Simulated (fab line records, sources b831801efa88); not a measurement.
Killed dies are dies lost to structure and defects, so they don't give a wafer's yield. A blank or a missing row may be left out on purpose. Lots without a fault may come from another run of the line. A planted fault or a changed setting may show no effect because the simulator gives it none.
Which tool did it? | flow sky130 | 24 lots, 72 wafers sampled, at 6 steps of a route of 708

WHAT THE GAUGES READ, wafer by wafer
SKY_METAL5_THK_MEAS_06: measures by xrf.
lot  | measured     | on            | METAL5_ALCU_THK (nm)
L075 | day 43 15:08 | film_metro-03 | 1112 1110 1098
L077 | day 44 06:26 | film_metro-03 | 1116 1092 1133
L074 | day 44 06:32 | film_metro-04 | 1138 1131 1116
L076 | day 44 07:44 | film_metro-04 | 1148 1147 1137
L078 | day 44 08:50 | film_metro-04 | 1137 1170 1152
L079 | day 44 09:31 | film_metro-04 | 1147 1127 1120
L080 | day 44 16:14 | film_metro-03 | 1153 1161 1153
L081 | day 45 00:17 | film_metro-04 | 1146 1154 1139
L082 | day 45 10:36 | film_metro-03 | 1109 1139 1117
L084 | day 45 17:29 | film_metro-04 | 1135 1130 1135
L083 | day 45 19:33 | film_metro-04 | 1150 1126 1147
L085 | day 45 21:20 | film_metro-03 | 1127 1115 1118
L086 | day 46 18:13 | film_metro-04 | 1107 1110 1103
L088 | day 47 07:55 | film_metro-03 | 1134 1160 1147
L087 | day 47 12:32 | film_metro-03 | 1122 1114 1118
L090 | day 47 19:02 | film_metro-04 | 1121 1123 1118
L089 | day 47 21:12 | film_metro-02 | 1154 1130 1123
L092 | day 47 22:28 | film_metro-02 | 1125 1150 1137
L091 | day 48 03:45 | film_metro-02 | 1125 1112 1143
L093 | day 48 04:51 | film_metro-03 | 1126 1123 1152
L094 | day 48 13:22 | film_metro-03 | 1101 1108 1105
L095 | day 48 19:54 | film_metro-03 | 1153 1145 1160
L096 | day 49 01:08 | film_metro-04 | 1182 1159 1157
L097 | day 49 03:55 | film_metro-03 | 1136 1127 1128

WHICH TOOL RAN EACH LOT (tool, then ch and the chambers of the sampled wafers, then the start)
lot  | SKY_METAL1_SPUTTER_03        | SKY_METAL1_ETCH_18                | SKY_VIA1_ETCH_15                   | SKY_METAL3_SPUTTER_04        | SKY_METAL3_METAL_ETCH_18
L075 | pvd_sputter-02, day 32 12:34 | rie_metal-02 ch 0,1, day 33 15:06 | rie_diel-01 ch 0,1, day 34 18:34   | pvd_sputter-04, day 37 03:55 | rie_metal-03 ch 0,1, day 39 07:48
L077 | pvd_sputter-01, day 33 06:08 | rie_metal-02 ch 1, day 34 09:08   | rie_diel-02 ch 0,1,3, day 35 12:45 | pvd_sputter-04, day 37 20:54 | rie_metal-02 ch 0,1, day 39 23:13
L074 | pvd_sputter-02, day 33 06:25 | rie_metal-04 ch 0,1, day 34 09:19 | rie_diel-03 ch 1,3, day 35 13:44   | pvd_sputter-01, day 37 21:44 | rie_metal-02 ch 0,1, day 40 00:53
L076 | pvd_sputter-04, day 33 07:22 | rie_metal-01 ch 0,1, day 34 09:47 | rie_diel-01 ch 0,3, day 35 13:54   | pvd_sputter-04, day 37 22:05 | rie_metal-03 ch 0,1, day 40 01:19
L078 | pvd_sputter-04, day 33 08:32 | rie_metal-02 ch 0,1, day 34 10:54 | rie_diel-03 ch 1,2,3, day 35 14:44 | pvd_sputter-02, day 37 23:02 | rie_metal-01 ch 0,1, day 40 02:58
L079 | pvd_sputter-04, day 33 10:46 | rie_metal-01 ch 0,1, day 34 14:03 | rie_diel-02 ch 1,2,3, day 35 17:56 | pvd_sputter-02, day 38 02:38 | rie_metal-01 ch 0,1, day 40 04:46
L080 | pvd_sputter-02, day 33 16:28 | rie_metal-01 ch 0,1, day 34 18:57 | rie_diel-02 ch 0,1,3, day 35 22:51 | pvd_sputter-01, day 38 07:35 | rie_metal-03 ch 0,1, day 40 10:00
L081 | pvd_sputter-02, day 34 01:13 | rie_metal-04 ch 0,1, day 35 04:07 | rie_diel-01 ch 0,1,2, day 36 07:43 | pvd_sputter-04, day 38 15:07 | rie_metal-02 ch 0,1, day 40 18:13
L082 | pvd_sputter-04, day 34 12:59 | rie_metal-04 ch 0,1, day 35 15:59 | rie_diel-01 ch 0,1,3, day 36 19:26 | pvd_sputter-01, day 39 03:02 | rie_metal-03 ch 0,1, day 41 05:00
L084 | pvd_sputter-02, day 35 00:08 | rie_metal-04 ch 0, day 36 02:50   | rie_diel-01 ch 0,3, day 37 06:17   | pvd_sputter-01, day 39 13:37 | rie_metal-01 ch 0, day 41 15:19
L083 | pvd_sputter-04, day 35 02:23 | rie_metal-02 ch 0,1, day 36 04:19 | rie_diel-02 ch 0,2,3, day 37 07:15 | pvd_sputter-01, day 39 14:28 | rie_metal-02 ch 0,1, day 41 16:16
L085 | pvd_sputter-01, day 35 04:38 | rie_metal-04 ch 1, day 36 06:35   | rie_diel-02 ch 1,3, day 37 10:04   | pvd_sputter-01, day 39 16:56 | rie_metal-03 ch 0,1, day 41 18:25
L086 | pvd_sputter-01, day 36 03:15 | rie_metal-04 ch 0,1, day 37 05:56 | rie_diel-01 ch 0,2, day 38 08:53   | pvd_sputter-01, day 40 15:31 | rie_metal-01 ch 0,1, day 42 16:53
L088 | pvd_sputter-04, day 36 21:56 | rie_metal-01 ch 0,1, day 38 00:11 | rie_diel-01 ch 0,1,2, day 39 02:33 | pvd_sputter-04, day 41 08:23 | rie_metal-03 ch 0,1, day 43 08:27
L087 | pvd_sputter-04, day 37 04:34 | rie_metal-01 ch 0,1, day 38 06:47 | rie_diel-03 ch 0,1,2, day 39 09:34 | pvd_sputter-01, day 41 14:35 | rie_metal-02 ch 0,1, day 43 14:16
L090 | pvd_sputter-01, day 37 09:00 | rie_metal-04 ch 1, day 38 11:15   | rie_diel-01 ch 0,2, day 39 14:29   | pvd_sputter-04, day 41 19:44 | rie_metal-02 ch 0,1, day 43 19:57
L089 | pvd_sputter-01, day 37 11:07 | rie_metal-01 ch 0,1, day 38 13:26 | rie_diel-01 ch 0,1,2, day 39 15:47 | pvd_sputter-01, day 41 21:17 | rie_metal-02 ch 0,1, day 43 21:45
L092 | pvd_sputter-02, day 37 17:16 | rie_metal-02 ch 0,1, day 38 19:03 | rie_diel-02 ch 0,1,3, day 39 21:32 | pvd_sputter-01, day 42 03:21 | rie_metal-03 ch 1, day 44 02:33
L091 | pvd_sputter-02, day 37 21:52 | rie_metal-04 ch 0,1, day 38 22:48 | rie_diel-01 ch 1,2,3, day 40 00:50 | pvd_sputter-01, day 42 06:11 | rie_metal-02 ch 0,1, day 44 05:49
L093 | pvd_sputter-04, day 38 02:47 | rie_metal-01 ch 1, day 39 04:02   | rie_diel-01 ch 0,2,3, day 40 06:30 | pvd_sputter-02, day 42 10:47 | rie_metal-02 ch 0,1, day 44 09:26
L094 | pvd_sputter-02, day 38 09:49 | rie_metal-01 ch 0,1, day 39 11:32 | rie_diel-02 ch 0,2,3, day 40 13:30 | pvd_sputter-01, day 42 17:23 | rie_metal-01 ch 0,1, day 44 17:04
L095 | pvd_sputter-01, day 38 21:07 | rie_metal-01 ch 0,1, day 39 22:28 | rie_diel-01 ch 0,1,3, day 41 01:25 | pvd_sputter-01, day 43 03:33 | rie_metal-02 ch 0,1, day 45 01:46
L096 | pvd_sputter-04, day 39 01:05 | rie_metal-04 ch 0,1, day 40 02:18 | rie_diel-01 ch 0,1,3, day 41 03:56 | pvd_sputter-01, day 43 08:14 | rie_metal-03 ch 0,1, day 45 07:28
L097 | pvd_sputter-01, day 39 06:13 | rie_metal-02 ch 0,1, day 40 06:50 | rie_diel-02 ch 0,3, day 41 08:57   | pvd_sputter-02, day 43 12:44 | rie_metal-02 ch 0,1, day 45 12:25
- SKY_METAL1_SPUTTER_03: material Ti, target thk 5 nm, time 3.3 s.
- SKY_METAL1_ETCH_18: etches BARC in N2/H2, stops on SiO2, time 45.9 s, target depth 60 nm.
- SKY_VIA1_ETCH_15: etches SiO2 in C4F8/O2/Ar, stops on TiN, target depth 351 nm, time 54 s.
- SKY_METAL3_SPUTTER_04: material TiN, target thk 70 nm, time 58.3 s.
- SKY_METAL3_METAL_ETCH_18: etches the open film in Cl2/BCl3, stops on SiO2, target depth 845 nm, time 183.1 s.

WHAT THE TOOLS THEMSELVES READ (means of the sampled wafers that have a number; where no wafer has one, the mark that the record gives instead)
SKY_METAL1_SPUTTER_03.
lot  | tool           | throttle_valve_pct (%)
L075 | pvd_sputter-02 | 31.1
L077 | pvd_sputter-01 | 29.3
L074 | pvd_sputter-02 | 30.2
L076 | pvd_sputter-04 | 30.8
L078 | pvd_sputter-04 | 30.7
L079 | pvd_sputter-04 | 30.7
L080 | pvd_sputter-02 | 28.8
L081 | pvd_sputter-02 | 30.3
L082 | pvd_sputter-04 | 30.6
L084 | pvd_sputter-02 | 30.7
L083 | pvd_sputter-04 | 30.5
L085 | pvd_sputter-01 | 30.6
L086 | pvd_sputter-01 | 29.2
L088 | pvd_sputter-04 | 30.5
L087 | pvd_sputter-04 | 30.4
L090 | pvd_sputter-01 | 30.0
L089 | pvd_sputter-01 | 30.0
L092 | pvd_sputter-02 | 30.2
L091 | pvd_sputter-02 | 30.3
L093 | pvd_sputter-04 | 30.6
L094 | pvd_sputter-02 | 29.1
L095 | pvd_sputter-01 | 29.8
L096 | pvd_sputter-04 | 30.8
L097 | pvd_sputter-01 | 29.2

SKY_METAL1_ETCH_18.
lot  | tool         | bias_w (W) | drypump_motor_current_A (A) | he_backside_leak_sccm (sccm) | oes_product_au (a.u.) | throttle_valve_pct (%)
L075 | rie_metal-02 | 100.0      | 6.0                         | 3.4                          | 0.848                 | 13.231
L077 | rie_metal-02 | 99.3       | 6.0                         | 3.4                          | 0.844                 | 13.225
L074 | rie_metal-04 | 100.1      | 5.6                         | 3.6                          | 0.846                 | 13.222
L076 | rie_metal-01 | 100.1      | 5.7                         | 3.3                          | 0.847                 | 13.226
L078 | rie_metal-02 | 99.7       | 6.0                         | 3.4                          | 0.844                 | 13.222
L079 | rie_metal-01 | 99.8       | 5.7                         | 3.2                          | 0.846                 | 13.219
L080 | rie_metal-01 | 100.0      | 5.8                         | 3.3                          | 0.846                 | 13.220
L081 | rie_metal-04 | 100.0      | 5.2                         | 3.6                          | 0.849                 | 13.222
L082 | rie_metal-04 | 99.9       | 5.2                         | 3.6                          | 0.846                 | 13.218
L084 | rie_metal-04 | 99.7       | 4.8                         | 3.6                          | 0.847                 | 13.220
L083 | rie_metal-02 | 99.8       | 6.0                         | 3.5                          | 0.850                 | 13.216
L085 | rie_metal-04 | 100.1      | 6.1                         | 3.4                          | 0.845                 | 13.222
L086 | rie_metal-04 | 99.9       | 5.2                         | 3.6                          | 0.848                 | 13.225
L088 | rie_metal-01 | 100.0      | 5.8                         | 3.4                          | 0.850                 | 13.225
L087 | rie_metal-01 | 99.7       | 5.7                         | 3.2                          | 0.849                 | 13.225
L090 | rie_metal-04 | 100.3      | 6.1                         | 3.4                          | 0.853                 | 13.224
L089 | rie_metal-01 | 100.1      | 5.8                         | 3.5                          | 0.846                 | 13.216
L092 | rie_metal-02 | 99.6       | 6.0                         | 3.4                          | 0.848                 | 13.224
L091 | rie_metal-04 | 100.1      | 5.7                         | 3.5                          | 0.846                 | 13.217
L093 | rie_metal-01 | 100.0      | 5.5                         | 3.2                          | 0.851                 | 13.220
L094 | rie_metal-01 | 100.0      | 5.6                         | 3.4                          | 0.842                 | 13.224
L095 | rie_metal-01 | 100.1      | 5.6                         | 3.2                          | 0.846                 | 13.227
L096 | rie_metal-04 | 99.9       | 5.2                         | 3.5                          | 0.847                 | 13.227
L097 | rie_metal-02 | 99.7       | 5.9                         | 3.4                          | 0.850                 | 13.225

SKY_VIA1_ETCH_15.
lot  | tool        | bias_w (W) | oes_product_au (a.u.)
L075 | rie_diel-01 | 1202       | 0.976
L077 | rie_diel-02 | 1197       | 0.977
L074 | rie_diel-03 | 1201       | 0.980
L076 | rie_diel-01 | 1198       | 0.986
L078 | rie_diel-03 | 1200       | 0.982
L079 | rie_diel-02 | 1199       | 0.976
L080 | rie_diel-02 | 1197       | 0.983
L081 | rie_diel-01 | 1201       | 0.980
L082 | rie_diel-01 | 1199       | 0.978
L084 | rie_diel-01 | 1201       | 0.983
L083 | rie_diel-02 | 1200       | 0.982
L085 | rie_diel-02 | 1200       | 0.982
L086 | rie_diel-01 | 1201       | 0.980
L088 | rie_diel-01 | 1202       | 0.984
L087 | rie_diel-03 | 1203       | 0.980
L090 | rie_diel-01 | 1199       | 0.972
L089 | rie_diel-01 | 1195       | 0.979
L092 | rie_diel-02 | 1200       | 0.978
L091 | rie_diel-01 | 1198       | 0.982
L093 | rie_diel-01 | 1202       | 0.982
L094 | rie_diel-02 | 1197       | 0.985
L095 | rie_diel-01 | 1201       | 0.980
L096 | rie_diel-01 | 1204       | 0.985
L097 | rie_diel-02 | 1197       | 0.985

SKY_METAL3_SPUTTER_04.
lot  | tool           | throttle_valve_pct (%)
L075 | pvd_sputter-04 | 30.6
L077 | pvd_sputter-04 | 30.7
L074 | pvd_sputter-01 | 29.2
L076 | pvd_sputter-04 | 30.6
L078 | pvd_sputter-02 | 28.8
L079 | pvd_sputter-02 | 30.8
L080 | pvd_sputter-01 | 29.9
L081 | pvd_sputter-04 | 30.4
L082 | pvd_sputter-01 | 29.9
L084 | pvd_sputter-01 | 29.8
L083 | pvd_sputter-01 | 30.5
L085 | pvd_sputter-01 | 29.8
L086 | pvd_sputter-01 | 29.1
L088 | pvd_sputter-04 | 30.2
L087 | pvd_sputter-01 | 30.0
L090 | pvd_sputter-04 | 30.8
L089 | pvd_sputter-01 | 30.5
L092 | pvd_sputter-01 | 29.8
L091 | pvd_sputter-01 | 29.9
L093 | pvd_sputter-02 | 30.8
L094 | pvd_sputter-01 | 29.3
L095 | pvd_sputter-01 | 29.9
L096 | pvd_sputter-01 | 29.9
L097 | pvd_sputter-02 | 29.1

SKY_METAL3_METAL_ETCH_18.
lot  | tool         | bias_w (W) | drypump_motor_current_A (A) | he_backside_leak_sccm (sccm) | oes_product_au (a.u.) | throttle_valve_pct (%)
L075 | rie_metal-03 | 48.62      | 5.98                        | 3.33                         | 0.859                 | 22.269
L077 | rie_metal-02 | 48.53      | 5.93                        | 3.43                         | 0.865                 | 22.268
L074 | rie_metal-02 | 48.51      | 5.96                        | 3.42                         | 0.867                 | 22.263
L076 | rie_metal-03 | 48.51      | 5.85                        | 3.34                         | 0.868                 | 22.258
L078 | rie_metal-01 | 48.62      | 5.81                        | 3.36                         | 0.872                 | 22.265
L079 | rie_metal-01 | 48.42      | 5.81                        | 3.37                         | 0.874                 | 22.269
L080 | rie_metal-03 | 48.59      | 5.85                        | 3.37                         | 0.872                 | 22.254
L081 | rie_metal-02 | 48.48      | 5.95                        | 3.44                         | 0.863                 | 22.265
L082 | rie_metal-03 | 48.52      | 5.98                        | 3.39                         | 0.864                 | 22.263
L084 | rie_metal-01 | 48.51      | 5.97                        | 3.44                         | 0.877                 | 22.265
L083 | rie_metal-02 | 48.44      | 5.96                        | 3.29                         | 0.860                 | 22.265
L085 | rie_metal-03 | 48.58      | 5.86                        | 3.45                         | 0.873                 | 22.260
L086 | rie_metal-01 | 48.48      | 5.81                        | 3.34                         | 0.869                 | 22.262
L088 | rie_metal-03 | 48.58      | 6.00                        | 3.48                         | 0.868                 | 22.256
L087 | rie_metal-02 | 48.42      | 5.97                        | 3.38                         | 0.871                 | 22.280
L090 | rie_metal-02 | 48.49      | 5.96                        | 3.39                         | 0.868                 | 22.261
L089 | rie_metal-02 | 48.37      | 5.94                        | 3.43                         | 0.860                 | 22.258
L092 | rie_metal-03 | 48.49      | 6.11                        | 3.49                         | 0.868                 | 22.259
L091 | rie_metal-02 | 48.45      | 5.98                        | 3.45                         | 0.869                 | 22.263
L093 | rie_metal-02 | 48.69      | 5.94                        | 3.38                         | 0.872                 | 22.273
L094 | rie_metal-01 | 48.56      | 5.81                        | 3.30                         | 0.867                 | 22.264
L095 | rie_metal-02 | 48.55      | 5.95                        | 3.41                         | 0.865                 | 22.256
L096 | rie_metal-03 | 48.59      | 5.86                        | 3.35                         | 0.871                 | 22.262
L097 | rie_metal-02 | 48.42      | 5.93                        | 3.47                         | 0.873                 | 22.267

THE ANSWER, worked out from the rows above alone
Rule: what is usual is taken from the lots themselves. Put in order of their means at a reading, lots are off if they are a third of the lots or fewer, leave a main group of 4 or more, and stand apart from it by a gap of 3 or more times the standard deviation of the main group's means; of several such gaps the widest counts. A main group whose means are all the same, to the digits that the tables above print for the reading, isn't used. A lot without any number at a reading at which 4 lots or more have one is off too. The other lots that the step has rows for count as sound. The gauges are gone through in route order, then the tools' own readings, and for those a lot's mean is taken as printed above. The first step at which some lot is off is used, and at that step the reading that is off furthest; a lot without a number counts as furthest.
No lot is off at any reading shown: from this, nothing can be told.

WHAT THE SIMULATOR HAD PUT IN
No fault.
